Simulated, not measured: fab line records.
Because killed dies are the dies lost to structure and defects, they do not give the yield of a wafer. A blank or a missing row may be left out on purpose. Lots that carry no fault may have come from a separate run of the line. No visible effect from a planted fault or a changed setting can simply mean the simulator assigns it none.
Shared-tool check ; flow sky130 ; Sample size 13 lots and 45 wafers

== REASON IT WAS OPENED ==
SKY_VT_ADJUST_HVTR_TW_MEAS_11, reading VT_ADJUST_HVTR_TW: flagged on 2 of 13 lots. Wafers without a fault read 210.7, standard deviation 2.4.
Rule: a lot is flagged in two cases, either no wafer of it has a number, or all its wafers with numbers fall more than 4 standard deviations from that mean. All remaining lots are regarded as sound.

lot;measured;on;VT_ADJUST_HVTR_TW, wafer by wafer;flag
L938;day 9 12:03;film metro-01;213.2 213.9 212.8;
L939;day 9 20:25;film metro-03;212.8 212.6 212.7;
L940;day 10 05:59;film metro-01;212.3 213.3 212.6;
L941;day 10 16:14;film metro-01;212.2 212.3 212.2;
L942;day 10 19:31;film metro-01;212.8 213.0 214.0;
L943;day 11 09:28;film metro-01;213.0 213.1 214.6;
L946;day 11 22:58;film metro-04;208.2 207.9 207.1;
L948;day 12 19:49;film metro-01;214.3 213.7 214.0;
L950;day 13 07:35;film metro-04;206.4 207.5 207.5;
L952;day 13 20:48;film metro-04;207.9 208.6 207.9;
L953;day 13 23:31;film metro-04;222.0 222.5 222.2 221.2 222.4 222.2;FLAGGED
L954;day 14 08:11;film metro-01;228.4 227.4 227.5 227.3 227.5 227.3;FLAGGED
L961;day 16 13:53;film metro-04;209.4 207.8 208.6;
The numbers of the flagged lots are 224.8 on average: +14.1 against the usual, or +6 standard deviations.

== TOOL THAT RAN EACH LOT ==
The record keeps 1 process step preceding the reading, out of 708 steps on the route. Cell contents, in order: the tool; ch with the chambers the sampled wafers went through; the start.
lot;flag;SKY_VT_ADJUST_HVTR_IMPLANT_09
L938;;implanter-04 ch 0, day 9 11:48
L939;;implanter-02 ch 0, day 9 20:10
L940;;implanter-04 ch 0, day 10 05:46
L941;;implanter-04 ch 0, day 10 16:01
L942;;implanter-03 ch 0, day 10 19:17
L943;;implanter-03 ch 0, day 11 09:13
L946;;implanter-02 ch 0, day 11 22:44
L948;;implanter-02 ch 0, day 12 19:35
L950;;implanter-02 ch 0, day 13 07:20
L952;;implanter-04 ch 0, day 13 20:34
L953;FLAGGED;implanter-02 ch 0, day 13 23:17
L954;FLAGGED;implanter-02 ch 0, day 14 07:56
L961;;implanter-04 ch 0, day 16 13:38
These steps, and what they do:
- SKY_VT_ADJUST_HVTR_IMPLANT_09
- SKY_VT_ADJUST_HVTR_TW_MEAS_11

== FLAGGED AGAINST TOTAL, ONE TOOL AT A TIME (gauges that did the reading follow at the end) ==
step;tool;lots run;flagged;share of the flagged lots;sound lots run after its first flagged lot
SKY_VT_ADJUST_HVTR_IMPLANT_09;implanter-02;6;2;all;0
SKY_VT_ADJUST_HVTR_IMPLANT_09;implanter-03;2;0;none;-
SKY_VT_ADJUST_HVTR_IMPLANT_09;implanter-04;5;0;none;-
SKY_VT_ADJUST_HVTR_TW_MEAS_11;film metro-01;7;1;some;0
SKY_VT_ADJUST_HVTR_TW_MEAS_11;film metro-03;1;0;none;-
SKY_VT_ADJUST_HVTR_TW_MEAS_11;film metro-04;5;1;some;1 (L961)

== WHAT THE TABLE ALLOWS ==
In the table, 1 row covers all flagged lots: implanter-02 at SKY_VT_ADJUST_HVTR_IMPLANT_09.
- implanter-02 at SKY_VT_ADJUST_HVTR_IMPLANT_09: 2 of its 6 lots flagged. Last sound lot L950 at day 13 07:20, first flagged lot L953 at day 13 23:17; a fault beginning in between fits. Its own readings (beam on s, end station pressure torr, faraday current uA) fall more than 4 standard deviations out on all wafers of the flagged lots.
One tool is left: implanter-02 at SKY_VT_ADJUST_HVTR_IMPLANT_09.

== WHAT WAS PUT IN BY THE SIMULATOR ==
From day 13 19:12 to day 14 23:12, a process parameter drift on implanter-02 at SKY_VT_ADJUST_HVTR_IMPLANT_09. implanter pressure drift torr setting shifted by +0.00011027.
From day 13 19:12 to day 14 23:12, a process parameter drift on implanter-02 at SKY_VT_ADJUST_HVTR_IMPLANT_09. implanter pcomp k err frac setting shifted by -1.
Shown lots that were struck: L953, L954. The rule above found the same.
